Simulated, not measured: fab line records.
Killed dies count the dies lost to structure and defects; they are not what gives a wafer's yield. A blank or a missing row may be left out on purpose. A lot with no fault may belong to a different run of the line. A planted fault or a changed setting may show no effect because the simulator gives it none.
fab line records	flow sky130
record lots=5	wafers=15	last_day=50
route steps=708 shown METAL4@621 VIA4@639
lots that met no fault: from a run of the same line without faults
start_h: start of the lot's first displayed wafer, in hours after the record's first day	wait_h: hours elapsed since this lot's preceding step	" repeats the value in the row above	L1.1+2: a row that stands for several wafers	- either no value or no given start	* or withheld: withheld	< > ~ a bound
route shown NAME@n: NAME is a module with steps in the file, n the number in the route of the first one	usual: mean and standard deviation over wafers with no fault	same: alike in all rows	chamber/n: place in a boat	sites: readings site by site	_std_site: the values' standard deviation	_edge_site: inner sites' mean taken away from outer sites' mean	radius_mm: how far each site lies from the wafer's centre	mask NAME#n: copy n	behind: the most recent tool/chamber to have shaped the wafer	hold: reason for holding the lot/hours on hold/outcome of the hold	device: names the non-switching transistor (n, p or np)	end of line: the same wafers' tests at the end of the route	step lacking rows: just its recipe	killed: dies that structure and defects cost at the first sort, which is not the same as the wafer's yield	map: the dies of a wafer, with x for killed, . for not killed, _ for no die there
set.NAME: the setting the step ran with; set.NAME@STEP: the setting that earlier step ran with	model.NAME: the simulator's own value behind a step, which no gauge read
lots at selected steps of the route; one table per step, one row per wafer
services: from which hour (start_h, from the record's first day; less than 0 if before it) a tool's chamber was out of use, for how many hours, and why
## steps
# step SKY_METAL4_DEHYDRATE_05
# recipe temp_c=200	time_s=60
lot.wafer	tool	chamber	start_h	wait_h
L077.2+3+5	litho_track-01	0	977.28	10.8
L087.2+5+6	litho_track-01	0	1056.93	9.7
L092.2+4+6	litho_track-04	0	1079.60	9.6
L093.2+4+5	litho_track-03	0	1086.58	10.1
L095.1+2+5	litho_track-03	0	1101.15	8.6
# step SKY_METAL4_HMDS_06
# recipe prime_time_s=60	prime_temp_c=120
# usual prime_temp_c=119.97/0.12
lot.wafer	tool	chamber	start_h	wait_h	prime_temp_c
L077.2	litho_track-01	0	977.43	0.1	119.87
L077.3	"	0	"	"	119.92
L077.5	"	0	"	"	120.12
L087.2	litho_track-01	0	1057.08	0.1	120.10
L087.5	"	0	"	"	120.08
L087.6	"	0	"	"	120.11
L092.2	litho_track-04	0	1079.75	0.1	119.81
L092.4	"	0	"	"	119.92
L092.6	"	0	"	"	120.00
L093.2	litho_track-03	0	1086.73	0.1	119.99
L093.4	"	0	"	"	120.14
L093.5	"	0	"	"	120.02
L095.1	litho_track-03	0	1101.30	0.1	119.91
L095.2	"	0	"	"	120.12
L095.5	"	0	"	"	119.91
# step SKY_METAL4_COAT_07
# recipe resist=BARC	temp_c=withheld	time_s=withheld	spin_rpm=3000	resist_thk_nm=60
lot.wafer	tool	chamber	start_h	wait_h
L077.2+3+5	litho_track-01	0	977.58	0.1
L087.2+5+6	litho_track-01	0	1057.23	0.1
L092.2+4+6	litho_track-04	0	1079.90	0.1
L093.2+4+5	litho_track-03	0	1086.88	0.1
L095.1+2+5	litho_track-03	0	1101.45	0.1
# step SKY_METAL4_COAT_08
# recipe resist=KrF-thick	spin_rpm=3000	resist_thk_nm=1140
lot.wafer	tool	chamber	start_h	wait_h
L077.2+3+5	litho_track-01	0	-	-
L087.2+5+6	litho_track-01	0	-	-
L092.2+4+6	litho_track-04	0	-	-
L093.2+4+5	litho_track-03	0	-	-
L095.1+2+5	litho_track-03	0	-	-
# step SKY_METAL4_SOFTBAKE_09
# recipe temp_c=100	time_s=90	resist=KrF-thick
lot.wafer	tool	chamber	start_h	wait_h
L077.2+3+5	litho_track-01	0	-	-
L087.2+5+6	litho_track-01	0	-	-
L092.2+4+6	litho_track-04	0	-	-
L093.2+4+5	litho_track-03	0	-	-
L095.1+2+5	litho_track-03	0	-	-
# step SKY_METAL4_EXPOSE_10
# recipe mask_id=MM4	na=0.68	source_shape=annular	sigma_inner=0.4	sigma_outer=0.8	target_cd_nm=300	dose_mj=28
# usual stage_vel_mm_s=499.96/0.24
lot.wafer	tool	chamber	start_h	wait_h	mask	stage_vel_mm_s
L077.2	krf_scanner-01	0	-	-	MM4#0	500.16
L077.3	"	0	"	"	MM4#0	499.99
L077.5	"	0	"	"	MM4#0	499.97
L087.2	krf_scanner-01	0	-	-	MM4#0	499.77
L087.5	"	0	"	"	MM4#0	499.94
L087.6	"	0	"	"	MM4#0	499.91
L092.2	krf_scanner-01	0	-	-	MM4#0	500.07
L092.4	"	0	"	"	MM4#0	500.09
L092.6	"	0	"	"	MM4#0	499.74
L093.2	krf_scanner-02	0	-	-	MM4#0	500.07
L093.4	"	0	"	"	MM4#0	500.07
L093.5	"	0	"	"	MM4#0	500.01
L095.1	krf_scanner-01	0	-	-	MM4#0	500.16
L095.2	"	0	"	"	MM4#0	500.47
L095.5	"	0	"	"	MM4#0	500.55
# step SKY_METAL4_PEB_11
# recipe peb_temp_c=withheld	peb_time_s=withheld	resist=KrF-thick
lot.wafer	tool	chamber	start_h	wait_h
L077.2+3+5	litho_track-03	0	-	-
L087.2+5+6	litho_track-03	0	-	-
L092.2+4+6	litho_track-01	0	-	-
L093.2+4+5	litho_track-03	0	-	-
L095.1+2+5	litho_track-04	0	-	-
# step SKY_METAL4_DEVELOP_12
# recipe develop_time_s=60	resist=KrF-thick	dev_temp_c=21
lot.wafer	tool	chamber	start_h	wait_h
L077.2+3+5	litho_track-03	0	-	-
L087.2+5+6	litho_track-03	0	-	-
L092.2+4+6	litho_track-01	0	-	-
L093.2+4+5	litho_track-03	0	-	-
L095.1+2+5	litho_track-04	0	-	-
# step SKY_METAL4_CD_MEAS_13
# recipe target_cd_nm=300
# usual cd_nm=299.6/1.2
lot.wafer	tool	chamber	start_h	wait_h	cd_nm
L077.2	cd_sem-01	-	990.12	-	299.1
L077.3	"	-	"	"	298.8
L077.5	"	-	"	"	298.5
L087.2	cd_sem-02	-	1068.72	-	299.6
L087.5	"	-	"	"	300.7
L087.6	"	-	"	"	300.7
L092.2	cd_sem-02	-	1091.23	-	299.1
L092.4	"	-	"	"	301.1
L092.6	"	-	"	"	299.4
L093.2	cd_sem-01	-	1097.27	-	299.4
L093.4	"	-	"	"	298.8
L093.5	"	-	"	"	299.9
L095.1	cd_sem-01	-	1112.67	-	298.3
L095.2	"	-	"	"	299.4
L095.5	"	-	"	"	298.5
# step SKY_METAL4_OVL_MEAS_14
# usual METAL4_OVL=5/5.6
lot.wafer	tool	chamber	start_h	wait_h	METAL4_OVL[nm]
L077.2	overlay-02	-	990.23	0.1	3
L077.3	"	-	"	"	-3
L077.5	"	-	"	"	3
L087.2	overlay-02	-	1068.83	0.1	9
L087.5	"	-	"	"	10
L087.6	"	-	"	"	10
L092.2	overlay-01	-	1091.33	0.1	6
L092.4	"	-	"	"	1
L092.6	"	-	"	"	7
L093.2	overlay-02	-	1097.38	0.1	3
L093.4	"	-	"	"	1
L093.5	"	-	"	"	3
L095.1	overlay-01	-	1112.79	0.1	1
L095.2	"	-	"	"	9
L095.5	"	-	"	"	10
# step SKY_METAL4_DESCUM_15
# recipe chemistry=O2	source_power_w=150	bias_power_w=0	pressure_mtorr=10	temp_c=40	time_s=8
# usual drypump_motor_current_A=5.7/0.39	oes_product_au=1.002/0.015
lot.wafer	tool	chamber	start_h	wait_h	drypump_motor_current_A	oes_product_au	rf_hours_counter_h
L077.2	rie_metal-03	1	990.26	0.0	6.3	0.995	14
L077.3	"	0	"	"	5.7	1.010	-
L077.5	"	1	"	"	6.3	0.980	-
L087.2	rie_metal-04	1	1068.86	0.0	5.1	1.015	1
L087.5	"	1	"	"	5.0	1.015	-
L087.6	"	0	"	"	5.1	1.007	-
L092.2	rie_metal-03	1	1091.36	0.0	6.3	1.001	22
L092.4	"	0	"	"	5.6	1.021	-
L092.6	"	0	"	"	5.7	1.018	-
L093.2	rie_metal-03	0	1097.41	0.0	5.7	1.024	19
L093.4	"	0	"	"	5.7	1.025	-
L093.5	"	1	"	"	6.3	1.014	-
L095.1	rie_metal-03	0	1112.83	0.0	5.7	1.025	21
L095.2	"	0	"	"	5.6	1.030	-
L095.5	"	0	"	"	5.7	1.032	-
# step SKY_METAL4_ETCH_16
# recipe chemistry=N2/H2	target=BARC	ion_energy_ev=200	bias_w=100	pressure_mtorr=30	n2_flow_sccm=100	h2_flow_sccm=200	icp_w=500	stop_on=SiO2	time_s=88.2	target_depth_a=600
# usual drypump_motor_current_A=5.7/0.39	h2_flow_sccm=200.0/0.57	oes_product_au=0.626/0.0046	throttle_valve_pct=13.204/0.0092
lot.wafer	tool	chamber	start_h	wait_h	drypump_motor_current_A	h2_flow_sccm	oes_product_au	rf_hours_counter_h	throttle_valve_pct
L077.2	rie_metal-03	1	990.29	0.0	6.3	199.5	0.614	14	13.207
L077.3	"	0	"	"	5.7	199.9	0.618	-	13.200
L077.5	"	1	"	"	6.3	200.0	0.623	-	13.188
L087.2	rie_metal-04	1	1068.89	0.0	5.1	199.2	0.624	1	13.199
L087.5	"	1	"	"	5.1	198.9	0.625	-	13.205
L087.6	"	0	"	"	5.1	200.4	0.625	-	13.211
L092.2	rie_metal-03	1	1091.39	0.0	6.3	200.0	0.628	22	13.209
L092.4	"	0	"	"	5.7	199.0	0.629	-	13.218
L092.6	"	0	"	"	5.7	200.1	0.624	-	13.183
L093.2	rie_metal-03	0	1097.44	0.0	5.7	199.5	0.624	20	13.195
L093.4	"	0	"	"	5.7	200.2	0.630	-	13.202
L093.5	"	1	"	"	6.3	200.6	0.622	-	13.220
L095.1	rie_metal-03	0	1112.89	0.1	5.7	200.3	0.624	21	13.214
L095.2	"	0	"	"	5.7	199.4	0.626	-	13.204
L095.5	"	0	"	"	5.7	199.0	0.629	-	13.213
# step SKY_METAL4_ETCH_17
# recipe target=SiO2	stop_on=TiN	chemistry=C4F8/O2/Ar	source_w=1500	bias_w=1200	pressure_mtorr=40	c4f8_flow_sccm=withheld	O2_flow_sccm=6	Ar_flow_sccm=300	time_s=3.9	target_depth_a=150
# usual oes_product_au=0.755/0.0082
lot.wafer	tool	chamber	start_h	wait_h	oes_product_au	rf_hours_counter_h
L077.2	rie_diel-04	3	990.39	0.1	0.750	19
L077.3	"	1	"	"	0.753	15
L077.5	"	2	"	"	0.762	-
L087.2	rie_diel-04	2	1068.99	0.1	0.748	20
L087.5	"	2	"	"	0.760	-
L087.6	"	1	"	"	0.757	-
L092.2	rie_diel-02	1	1091.49	0.1	0.761	12
L092.4	"	3	"	"	0.765	18
L092.6	"	2	"	"	0.758	-
L093.2	rie_diel-02	1	1097.54	0.1	0.762	13
L093.4	"	0	"	"	0.771	12
L093.5	"	3	"	"	0.767	-
L095.1	rie_diel-04	0	1113.09	0.2	0.745	12
L095.2	"	3	"	"	0.751	23
L095.5	"	0	"	"	0.762	-
# step SKY_METAL4_METAL_ETCH_18
# recipe target_depth_a=8450	stop_on=SiO2	over_etch_frac=0.3	time_s=183.1	chemistry=Cl2/BCl3	resist_sidewall_deg=88	pressure_mtorr=10	icp_w=900	bias_w=48.5	Cl2_flow_sccm=60	bcl3_flow_sccm=30
# usual drypump_motor_current_A=5.7/0.42	oes_product_au=0.866/0.0074	throttle_valve_pct=22.264/0.0087
# same over_etch_frac=0.3
lot.wafer	tool	chamber	start_h	wait_h	drypump_motor_current_A	oes_product_au	rf_hours_counter_h	throttle_valve_pct
L077.2	rie_metal-01	1	990.41	0.0	5.5	0.869	0	22.257
L077.3	"	1	"	"	5.5	0.861	-	22.256
L077.5	"	0	"	"	5.9	0.854	-	22.253
L087.2	rie_metal-01	0	1069.01	0.0	5.9	0.858	13	22.260
L087.5	"	1	"	"	5.5	0.872	-	22.270
L087.6	"	0	"	"	5.9	0.869	-	22.266
L092.2	rie_metal-04	0	1091.51	0.0	5.1	0.864	10	22.264
L092.4	"	1	"	"	5.0	0.871	-	22.262
L092.6	"	0	"	"	5.1	0.862	-	22.265
L093.2	rie_metal-01	1	1097.56	0.0	5.5	0.868	8	22.263
L093.4	"	0	"	"	5.9	0.864	-	22.258
L093.5	"	1	"	"	5.5	0.853	-	22.270
L095.1	rie_metal-01	0	1113.11	0.0	5.9	0.860	17	22.246
L095.2	"	1	"	"	5.4	0.870	9	22.250
L095.5	"	0	"	"	5.9	0.866	-	22.262
# step SKY_METAL4_STRIP_19
# recipe chemistry=O2/N2	power_w=1400	pressure_mtorr=1500	platen_temp_c=withheld	o2_flow_sccm=3000	n2_flow_sccm=300	overash_fraction=0.5
# usual drypump_motor_current_A=5.6/0.41	oes_product_au=0.502/0.0063	strip_time_to_endpoint_s=6.53/0.11
# same overash_fraction=0.5
lot.wafer	tool	chamber	start_h	wait_h	drypump_motor_current_A	oes_product_au	rf_hours_counter_h	strip_time_to_endpoint_s
L077.2	plasma_asher-04	0	990.59	0.1	5.9	0.502	58	6.44
L077.3	"	0	"	"	5.9	0.509	-	6.54
L077.5	"	1	"	"	6.0	0.509	-	6.61
L087.2	plasma_asher-02	1	1069.19	0.1	5.4	0.504	97	6.66
L087.5	"	0	"	"	5.3	0.504	-	6.56
L087.6	"	1	"	"	5.4	0.514	-	6.71
L092.2	plasma_asher-02	1	1091.69	0.1	5.4	0.499	99	6.50
L092.4	"	1	"	"	5.4	0.504	-	6.61
L092.6	"	1	"	"	5.4	0.512	-	6.54
L093.2	plasma_asher-02	1	1097.74	0.1	5.4	0.503	100	6.48
L093.4	"	1	"	"	5.4	0.507	-	6.58
L093.5	"	0	"	"	5.3	0.507	-	6.45
L095.1	plasma_asher-02	1	1113.28	0.1	5.3	0.511	102	6.72
L095.2	"	0	"	"	5.3	0.496	102	6.54
L095.5	"	0	"	"	5.3	0.517	-	6.73
# step SKY_METAL4_STRIP_20
# recipe chemistry=post_etch_residue_remover	time_s=1200	temp_c=72.5
lot.wafer	tool	chamber	start_h	wait_h
L077.2+3+5	wet_bench-02	0	990.69	0.1
L087.2+5+6	wet_bench-02	3	1069.34	0.1
L092.2+4+6	wet_bench-02	2	1091.92	0.2
L093.2+4+5	wet_bench-02	0	1097.85	0.1
L095.1+2+5	wet_bench-04	1	1113.38	0.1
# step SKY_METAL4_CLEAN_21
# recipe chemistry=IPA	time_s=180	temp_c=25
lot.wafer	tool	chamber	start_h	wait_h
L077.2+3+5	wet_bench-04	2	991.09	0.0
L087.2+5+6	wet_bench-02	0	1069.68	0.0
L092.2+4+6	wet_bench-04	3	1092.27	0.0
L093.2+4+5	wet_bench-04	3	1098.19	0.0
L095.1+2+5	wet_bench-01	3	1113.73	0.0
# step SKY_METAL4_CLEAN_22
# recipe chemistry=O3/DIW	dry=n2_spin
lot.wafer	tool	chamber	start_h	wait_h
L077.2+3+5	wet_bench-01	1	991.15	0.0
L087.2+5+6	wet_bench-02	3	1069.74	0.0
L092.2+4+6	wet_bench-04	2	1092.33	0.0
L093.2+4+5	wet_bench-01	2	1098.25	0.0
L095.1+2+5	wet_bench-01	3	1113.78	0.0
# step SKY_VIA4_HDPCVD_00
# recipe material=SiO2	target_thk_nm=1750	sigma_open_frac=0.3	time_s=291.7	temp_c=400	sih4_flow_sccm=60	pressure_mtorr=6
lot.wafer	tool	chamber	start_h	wait_h
L077.2+3+5	hdpcvd-01	1,0,2	991.24	0.0
L087.2+5+6	hdpcvd-01	1,0,2	1069.83	0.0
L092.2+4+6	hdpcvd-02	1,0,1	1092.42	0.0
L093.2+4+5	hdpcvd-02	1,1,0	1098.34	0.0
L095.1+2+5	hdpcvd-02	1,0,1	1113.88	0.0
# step SKY_VIA4_THK_MEAS_01
# recipe reads=SiO2_of_VIA4_HDPCVD_00
# usual VIA4_HDPCVD_THK=1755/21
lot.wafer	tool	chamber	start_h	wait_h	VIA4_HDPCVD_THK[nm]
L077.2	film_metro-01	-	991.43	0.1	1762
L077.3	"	-	"	"	1743
L077.5	"	-	"	"	1735
L087.2	film_metro-01	-	1070.02	0.1	1795
L087.5	"	-	"	"	1771
L087.6	"	-	"	"	1756
L092.2	film_metro-01	-	1092.61	0.1	1781
L092.4	"	-	"	"	1749
L092.6	"	-	"	"	1787
L093.2	film_metro-02	-	1098.53	0.1	1771
L093.4	"	-	"	"	1765
L093.5	"	-	"	"	1734
L095.1	film_metro-01	-	1114.05	0.1	1757
L095.2	"	-	"	"	1727
L095.5	"	-	"	"	1765
# step SKY_VIA4_CMP_02
# recipe material=SiO2	down_force_psi=4	platen_rpm=60	pad_velocity_m_s=0.94248
# usual motor_current_A=12.2/0.98	platen_rpm=60.00/0.036
lot.wafer	tool	chamber	start_h	wait_h	motor_current_A	platen_rpm
L077.2	cmp-01	0	991.48	0.0	11.1	60.01
L077.3	"	1	"	"	13.3	59.99
L077.5	"	1	"	"	13.0	60.03
L087.2	cmp-02	3	1070.12	0.1	13.0	59.98
L087.5	"	2	"	"	11.8	60.03
L087.6	"	3	"	"	12.1	59.92
L092.4	cmp-02	1	1092.71	0.1	12.9	60.05
L092.2	"	2	"	"	11.3	59.99
L092.6	"	1	"	"	12.7	60.00
L093.4	cmp-01	1	1098.68	0.1	12.6	60.02
L093.2	"	2	"	"	14.7	59.99
L093.5	"	3	"	"	12.9	60.02
L095.1	cmp-02	3	1114.11	0.1	12.5	60.00
L095.2	"	0	"	"	11.3	59.99
L095.5	"	3	"	"	13.1	59.97
# step SKY_VIA4_BOW_MEAS_03
# recipe mode=bow
# usual VIA4_BOW=79/7.8
lot.wafer	tool	chamber	start_h	wait_h	VIA4_BOW[um]
L077.2	film_metro-01	-	991.80	0.3	70
L077.3	"	-	"	"	90
L077.5	"	-	"	"	79
L087.2	film_metro-04	-	1070.39	0.2	78
L087.5	"	-	"	"	90
L087.6	"	-	"	"	101
L092.2	film_metro-02	-	1092.98	0.2	65
L092.4	"	-	"	"	64
L092.6	"	-	"	"	73
L093.2	film_metro-01	-	1098.90	0.1	85
L093.4	"	-	"	"	81
L093.5	"	-	"	"	82
L095.1	film_metro-04	-	1114.41	0.2	72
L095.2	"	-	"	"	79
L095.5	"	-	"	"	78
# step SKY_VIA4_DEHYDRATE_04
# recipe temp_c=200	time_s=60
lot.wafer	tool	chamber	start_h	wait_h
L077.2+3+5	litho_track-04	0	1002.20	10.4
L087.2+5+6	litho_track-01	0	1080.18	9.8
L092.2+4+6	litho_track-01	0	1101.93	8.9
L093.2+4+5	litho_track-02	0	1108.52	9.6
L095.1+2+5	litho_track-04	0	1123.07	8.6
# step SKY_VIA4_HMDS_05
# recipe prime_time_s=60	prime_temp_c=120
# usual prime_temp_c=120.00/0.13
lot.wafer	tool	chamber	start_h	wait_h	prime_temp_c
L077.2	litho_track-04	0	1002.35	0.1	120.17
L077.3	"	0	"	"	119.80
L077.5	"	0	"	"	120.08
L087.2	litho_track-01	0	1080.33	0.1	120.23
L087.5	"	0	"	"	119.97
L087.6	"	0	"	"	120.05
L092.2	litho_track-01	0	1102.08	0.1	119.92
L092.4	"	0	"	"	119.84
L092.6	"	0	"	"	120.01
L093.2	litho_track-02	0	1108.67	0.1	120.18
L093.4	"	0	"	"	120.16
L093.5	"	0	"	"	120.31
L095.1	litho_track-04	0	1123.22	0.1	120.22
L095.2	"	0	"	"	120.12
L095.5	"	0	"	"	120.12
# step SKY_VIA4_COAT_06
# recipe resist=NOVOLAK	spin_rpm=3000	resist_thk_nm=1140
lot.wafer	tool	chamber	start_h	wait_h
L077.2+3+5	litho_track-04	0	1002.50	0.1
L087.2+5+6	litho_track-01	0	1080.48	0.1
L092.2+4+6	litho_track-01	0	1102.23	0.1
L093.2+4+5	litho_track-02	0	1108.82	0.1
L095.1+2+5	litho_track-04	0	1123.37	0.1
# step SKY_VIA4_SOFTBAKE_07
# recipe temp_c=90	time_s=60	resist=NOVOLAK
lot.wafer	tool	chamber	start_h	wait_h
L077.2+3+5	litho_track-04	0	1002.65	0.1
L087.2+5+6	litho_track-01	0	1080.63	0.1
L092.2+4+6	litho_track-01	0	1102.38	0.1
L093.2+4+5	litho_track-02	0	1108.97	0.1
L095.1+2+5	litho_track-04	0	1123.52	0.1
# step SKY_VIA4_EXPOSE_08
# recipe mask_id=VIM4	na=0.6	source_shape=conventional	sigma_outer=0.6	polarization=unpolarized	target_cd_nm=800	dose_mj=132
# usual stage_vel_mm_s=500.00/0.27
lot.wafer	tool	chamber	start_h	wait_h	mask	stage_vel_mm_s
L077.2	iline_stepper-02	0	-	-	VIM4#0	499.85
L077.3	"	0	"	"	VIM4#0	500.48
L077.5	"	0	"	"	VIM4#0	500.09
L087.2	iline_stepper-02	0	-	-	VIM4#0	499.56
L087.5	"	0	"	"	VIM4#0	499.87
L087.6	"	0	"	"	VIM4#0	499.87
L092.2	iline_stepper-01	0	-	-	VIM4#0	500.34
L092.4	"	0	"	"	VIM4#0	500.35
L092.6	"	0	"	"	VIM4#0	500.00
L093.2	iline_stepper-01	0	-	-	VIM4#0	499.97
L093.4	"	0	"	"	VIM4#0	500.10
L093.5	"	0	"	"	VIM4#0	499.53
L095.1	iline_stepper-01	0	-	-	VIM4#0	500.08
L095.2	"	0	"	"	VIM4#0	499.95
L095.5	"	0	"	"	VIM4#0	500.26
# step SKY_VIA4_PEB_09
# recipe temp_c=withheld	time_s=*	resist=NOVOLAK
lot.wafer	tool	chamber	start_h	wait_h
L077.2+3+5	litho_track-04	0	-	-
L087.2+5+6	litho_track-04	0	-	-
L092.2+4+6	litho_track-02	0	-	-
L093.2+4+5	litho_track-04	0	-	-
L095.1+2+5	litho_track-02	0	-	-
# step SKY_VIA4_DEVELOP_10
# recipe resist=NOVOLAK	developer=TMAH	develop_time_s=60	dev_temp_c=23
lot.wafer	tool	chamber	start_h	wait_h
L077.2+3+5	litho_track-04	0	1013.55	0.1
L087.2+5+6	litho_track-04	0	1091.30	0.1
L092.2+4+6	litho_track-02	0	1112.57	0.1
L093.2+4+5	litho_track-04	0	1117.75	0.1
L095.1+2+5	litho_track-02	0	1133.20	0.1
# step SKY_VIA4_OVL_MEAS_11
# usual VIA4_OVL=0.5/1.4
lot.wafer	tool	chamber	start_h	wait_h	VIA4_OVL[nm]
L077.2	overlay-02	-	1013.68	0.1	1.0
L077.3	"	-	"	"	1.5
L077.5	"	-	"	"	0.3
L087.2	overlay-01	-	1091.43	0.1	1.0
L087.5	"	-	"	"	-1.0
L087.6	"	-	"	"	0.1
L092.2	overlay-02	-	1112.70	0.1	0.5
L092.4	"	-	"	"	-0.6
L092.6	"	-	"	"	-0.7
L093.2	overlay-02	-	1117.88	0.1	-1.6
L093.4	"	-	"	"	2.0
L093.5	"	-	"	"	-0.5
L095.1	overlay-02	-	1133.35	0.1	-1.7
L095.2	"	-	"	"	0.0
L095.5	"	-	"	"	1.0
# step SKY_VIA4_ETCH_12
# recipe target=SiO2	chemistry=C4F8/O2/Ar	stop_on=TiN	mask_material=NOVOLAK	source_w=1500	bias_w=1200	pressure_mtorr=40	c4f8_flow_sccm=withheld	O2_flow_sccm=6	Ar_flow_sccm=300	time_s=withheld	target_depth_a=5800
# usual oes_product_au=0.925/0.0048
lot.wafer	tool	chamber	start_h	wait_h	oes_product_au
L077.2	rie_diel-03	2	1013.71	0.0	0.925
L077.3	"	0	"	"	0.921
L077.5	"	1	"	"	0.924
L087.2	rie_diel-03	2	1091.46	0.0	0.923
L087.5	"	2	"	"	0.918
L087.6	"	1	"	"	0.924
L092.2	rie_diel-02	1	1112.73	0.0	0.924
L092.4	"	2	"	"	0.925
L092.6	"	0	"	"	0.924
L093.2	rie_diel-03	2	1117.91	0.0	0.929
L093.4	"	1	"	"	0.916
L093.5	"	0	"	"	0.928
L095.1	rie_diel-02	0	1133.38	0.0	0.926
L095.2	"	2	"	"	0.928
L095.5	"	3	"	"	0.924
# step SKY_VIA4_STRIP_13
# recipe chemistry=O2/N2	power_w=1400	pressure_mtorr=1500	platen_temp_c=withheld	o2_flow_sccm=3000	n2_flow_sccm=300	overash_fraction=0.5
# usual drypump_motor_current_A=5.6/0.49	oes_product_au=0.709/0.0044	strip_time_to_endpoint_s=12.81/0.031
# same overash_fraction=0.5
lot.wafer	tool	chamber	start_h	wait_h	drypump_motor_current_A	oes_product_au	rf_hours_counter_h	strip_time_to_endpoint_s
L077.2	plasma_asher-01	1	1013.78	-	6.2	0.703	27	12.82
L077.3	"	0	"	"	4.8	0.713	-	12.81
L077.5	"	0	"	"	4.8	0.704	-	12.80
L087.2	plasma_asher-03	1	1091.53	-	5.7	0.706	3	12.82
L087.5	"	1	"	"	5.7	0.708	-	12.82
L087.6	"	0	"	"	5.4	0.709	-	12.82
L092.2	plasma_asher-01	1	1112.80	-	6.2	0.702	37	12.77
L092.4	"	0	"	"	4.8	0.715	-	12.83
L092.6	"	0	"	"	4.8	0.714	-	12.87
L093.2	plasma_asher-03	1	1117.98	-	5.8	0.711	6	12.79
L093.4	"	0	"	"	5.4	0.710	-	12.84
L093.5	"	1	"	"	5.7	0.710	-	12.81
L095.1	plasma_asher-03	0	1133.45	-	5.4	0.710	7	12.83
L095.2	"	1	"	"	5.7	0.708	7	12.77
L095.5	"	0	"	"	5.4	0.709	-	12.82
# step SKY_VIA4_STRIP_14
# recipe chemistry=post_etch_residue_remover	time_s=1200	temp_c=72.5
lot.wafer	tool	chamber	start_h	wait_h
L077.2+3+5	wet_bench-04	0	1013.88	0.1
L087.2+5+6	wet_bench-04	1	1091.63	0.1
L092.2+4+6	wet_bench-02	2	1112.90	0.1
L093.2+4+5	wet_bench-02	2	1118.08	0.1
L095.1+2+5	wet_bench-03	1	1133.55	0.1
# step SKY_VIA4_CLEAN_15
# recipe chemistry=IPA	time_s=180	temp_c=25
lot.wafer	tool	chamber	start_h	wait_h
L077.2+3+5	wet_bench-04	2	1014.22	0.0
L087.2+5+6	wet_bench-04	1	1092.03	0.1
L092.2+4+6	wet_bench-04	3	1113.25	0.0
L093.2+4+5	wet_bench-02	0	1118.45	0.0
L095.1+2+5	wet_bench-02	1	1133.90	0.0
# step SKY_VIA4_CLEAN_16
# recipe chemistry=O3/DIW	dry=n2_spin
lot.wafer	tool	chamber	start_h	wait_h
L077.2+3+5	wet_bench-03	3	1014.28	0.0
L087.2+5+6	wet_bench-04	1	1092.18	0.1
L092.2+4+6	wet_bench-02	0	1113.30	0.0
L093.2+4+5	wet_bench-02	0	1118.52	0.0
L095.1+2+5	wet_bench-03	1	1133.95	0.0
# step SKY_VIA4_SPUTTER_17
# recipe material=TiN	target_thk_nm=20	chamber_pressure_pa=5	power_w=4000	time_s=80
# usual throttle_valve_pct=29.9/0.72
lot.wafer	tool	chamber	start_h	wait_h	throttle_valve_pct
L077.2	pvd_sputter-01	-	1014.38	0.0	29.8
L077.3	"	-	"	"	29.3
L077.5	"	-	"	"	29.3
L087.2	pvd_sputter-01	-	1092.27	0.0	29.5
L087.5	"	-	"	"	29.8
L087.6	"	-	"	"	29.4
L092.2	pvd_sputter-04	-	1113.40	0.0	28.8
L092.4	"	-	"	"	28.8
L092.6	"	-	"	"	29.5
L093.2	pvd_sputter-01	-	1118.62	0.0	29.1
L093.4	"	-	"	"	29.9
L093.5	"	-	"	"	29.0
L095.1	pvd_sputter-02	-	1134.05	0.0	29.9
L095.2	"	-	"	"	30.4
L095.5	"	-	"	"	30.7
# step SKY_VIA4_CVD_18
# recipe material=W	target_thk_nm=505	time_s=152.14	temp_c=400	pressure_torr=40
# usual heater_power_w=856/69
lot.wafer	tool	chamber	start_h	wait_h	heater_power_w
L077.2	cvd_w-02	0	1014.44	0.0	830
L077.3	"	1	"	"	969
L077.5	"	1	"	"	942
L087.2	cvd_w-02	1	1092.33	0.0	956
L087.5	"	1	"	"	976
L087.6	"	0	"	"	855
L092.2	cvd_w-01	0	1113.46	0.0	815
L092.4	"	0	"	"	803
L092.6	"	1	"	"	807
L093.2	cvd_w-02	1	1118.68	0.0	938
L093.4	"	0	"	"	859
L093.5	"	1	"	"	932
L095.1	cvd_w-02	0	1134.11	0.0	830
L095.2	"	1	"	"	940
L095.5	"	1	"	"	961
## services
tool	chamber	start_h	hours	kind
plasma_asher-03	-	953.65	2.6	repair
rie_diel-04	3	960.03	6.1	repair
rie_diel-02	2	960.53	5.7	repair
plasma_asher-03	-	965.28	2.8	repair
krf_scanner-01	-	970.21	2.3	repair
rie_diel-04	1	971.60	7.2	repair
rie_diel-02	3	978.90	4.6	repair
krf_scanner-01	-	990.35	0.4	repair
krf_scanner-01	-	996.75	1.0	pm
rie_diel-03	-	1004.28	2.8	pm
iline_stepper-01	-	1013.35	1.7	pm
hdpcvd-02	-	1026.02	0.9	repair
iline_stepper-01	-	1028.04	8.0	repair
rie_diel-04	2	1042.07	2.6	repair
hdpcvd-02	-	1047.92	28.1	pm
rie_diel-03	1	1051.79	4.0	repair
plasma_asher-03	-	1055.25	9.0	pm
cmp-02	-	1059.95	1.6	repair
rie_diel-02	-	1075.39	0.5	repair
krf_scanner-01	-	1085.32	4.0	pm
krf_scanner-01	-	1090.14	1.3	pm
rie_metal-03	1	1099.01	17.2	repair
krf_scanner-01	-	1115.20	0.6	repair
rie_metal-01	0	1130.11	6.6	repair
## key
fault none
